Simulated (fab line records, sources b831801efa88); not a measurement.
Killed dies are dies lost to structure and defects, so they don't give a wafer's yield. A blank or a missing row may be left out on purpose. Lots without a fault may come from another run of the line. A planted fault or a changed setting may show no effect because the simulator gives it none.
Which tool did it? | flow sky130 | 12 lots, 36 wafers sampled, at 4 steps of a route of 708

WHAT THE GAUGES READ, wafer by wafer
SKY_FIELD_ISO_BOW_MEAS_00. Usual: INCOMING_BOW 1 um, standard deviation 6.6.
lot  | measured    | on            | INCOMING_BOW (um) | flag
L204 | day 1 15:01 | film_metro-03 | 1 5 4             |
L208 | day 2 11:01 | film_metro-02 | -6 -7 4           |
L209 | day 2 16:01 | film_metro-03 | 6 11 0            |
L210 | day 2 21:02 | film_metro-02 | -3 2 -6           |
L211 | day 3 02:00 | film_metro-02 | -2 0 -3           |
L219 | day 4 18:00 | film_metro-02 | 6 9 12            |
L220 | day 4 23:00 | film_metro-02 | 5 -7 14           |
L221 | day 5 04:04 | film_metro-03 | 5 15 0            |
L222 | day 5 09:01 | film_metro-04 | 3 -2 -11          |
L224 | day 5 19:02 | film_metro-03 | -6 9 3            |
L225 | day 6 00:04 | film_metro-03 | -3 -7 -8          |
L226 | day 6 05:01 | film_metro-04 | -6 3 11           |

SKY_SONOS_ONO_THK_MEAS_01. Usual: SONOS_ONO_OXIDATION_THK 2.59 nm, standard deviation 0.061.
lot  | measured     | on            | SONOS_ONO_OXIDATION_THK (nm) | flag
L204 | day 11 21:10 | film_metro-04 | 2.56 2.51 2.49               |
L208 | day 13 07:16 | film_metro-02 | 2.58 2.61 2.55               |
L209 | day 13 14:07 | film_metro-04 | 2.92 2.93 2.89               | OFF
L210 | day 13 18:29 | film_metro-02 | 2.96 2.98 3.01               | OFF
L211 | day 13 22:02 | film_metro-03 | 2.66 2.67 2.66               |
L219 | day 17 04:42 | film_metro-02 | 2.60 2.62 2.66               |
L220 | day 17 09:57 | film_metro-02 | 2.65 2.53 2.68               |
L221 | day 17 15:16 | film_metro-02 | 2.51 2.58 2.61               |
L222 | day 17 19:31 | film_metro-02 | 2.68 2.67 2.68               |
L224 | day 18 13:01 | film_metro-03 | 2.50 2.55 2.51               |
L225 | day 18 17:41 | film_metro-04 | 2.68 2.67 2.65               |
L226 | day 19 03:04 | film_metro-03 | 2.60 2.56 2.56               |

SKY_RES_XHIGH_TW_MEAS_09. Usual: RES_XHIGH_TW 1647, standard deviation 24.
lot  | measured     | on            | RES_XHIGH_TW   | flag
L204 | day 26 21:08 | film_metro-02 | 1661 1663 1648 |
L208 | day 28 19:22 | film_metro-01 | 1634 1644 1633 |
L209 | day 29 09:08 | film_metro-02 | 1671 1666 1663 |
L210 | day 29 10:28 | film_metro-01 | 1653 1653 1656 |
L211 | day 29 13:36 | film_metro-01 | 1651 1661 1645 |
L219 | day 33 04:55 | film_metro-04 | 1598 1599 1599 |
L220 | day 33 06:30 | film_metro-02 | 1669 1672 1674 |
L221 | day 33 06:05 | film_metro-04 | 1602 1602 1596 |
L222 | day 33 08:19 | film_metro-02 | 1662 1666 1671 |
L224 | day 33 15:05 | film_metro-02 | 1659 1673 1658 |
L225 | day 33 19:21 | film_metro-01 | 1653 1647 1646 |
L226 | day 34 03:10 | film_metro-04 | 1602 1595 1606 |

WHICH TOOL RAN EACH LOT (tool, then ch and the chambers of the sampled wafers, then the start)
lot  | SKY_SONOS_ONO_OXIDATION_00
L204 | furnace-02 ch 0, day 11 19:48
L208 | furnace-02 ch 0, day 13 05:55
L209 | furnace-02 ch 0, day 13 12:46
L210 | furnace-02 ch 0, day 13 17:07
L211 | furnace-01 ch 0, day 13 20:41
L219 | furnace-01 ch 0, day 17 03:21
L220 | furnace-01 ch 0, day 17 08:37
L221 | furnace-01 ch 0, day 17 13:53
L222 | furnace-01 ch 0, day 17 18:10
L224 | furnace-02 ch 0, day 18 11:38
L225 | furnace-02 ch 0, day 18 16:19
L226 | furnace-01 ch 0, day 19 01:43
- SKY_SONOS_ONO_OXIDATION_00: stabilise 600 s, purge 300 s, target thk 2.6 nm.

WHAT THE TOOLS THEMSELVES READ (means of the sampled wafers that have a number; where no wafer has one, the mark that the record gives instead)
SKY_SONOS_ONO_OXIDATION_00. Usual: spike_tc_bottom_C 816.8 C, standard deviation 2.1; spike_tc_lower_C 800.7 C, standard deviation 1.2.
lot  | tool       | spike_tc_bottom_C (C) | spike_tc_lower_C (C) | flag
L204 | furnace-02 | 814.7                 | 801.5                |
L208 | furnace-02 | 815.8                 | 800.9                |
L209 | furnace-02 | 815.8                 | 801.9                |
L210 | furnace-02 | 815.2                 | 801.6                |
L211 | furnace-01 | 819.7                 | 799.0                |
L219 | furnace-01 | 818.6                 | 800.2                |
L220 | furnace-01 | 819.3                 | 799.6                |
L221 | furnace-01 | 818.9                 | 800.1                |
L222 | furnace-01 | 818.6                 | 801.1                |
L224 | furnace-02 | 815.4                 | 800.9                |
L225 | furnace-02 | 815.6                 | 801.7                |
L226 | furnace-01 | 818.9                 | 799.8                |

THE ANSWER, worked out from the rows above alone
Rule: a lot is off if the mean of its wafers that have a number lies more than 3 standard deviations from the usual mean. A lot without any number at a reading at which 4 lots or more have one is off too. The other lots that the step has rows for count as sound. The gauges are gone through in route order, then the tools' own readings, and for those a lot's mean is taken as printed above. The first step at which some lot is off is used, and at that step the reading that is off furthest; a lot without a number counts as furthest.
Off: L209, L210, at SKY_SONOS_ONO_THK_MEAS_01 (SONOS_ONO_OXIDATION_THK).
A tool fits if, at a process step before that reading, it ran every lot that is off, and no sound lot after the first of them. The gauges at SKY_SONOS_ONO_THK_MEAS_01 are tried like those tools. None of those tried fits.

WHAT THE SIMULATOR HAD PUT IN
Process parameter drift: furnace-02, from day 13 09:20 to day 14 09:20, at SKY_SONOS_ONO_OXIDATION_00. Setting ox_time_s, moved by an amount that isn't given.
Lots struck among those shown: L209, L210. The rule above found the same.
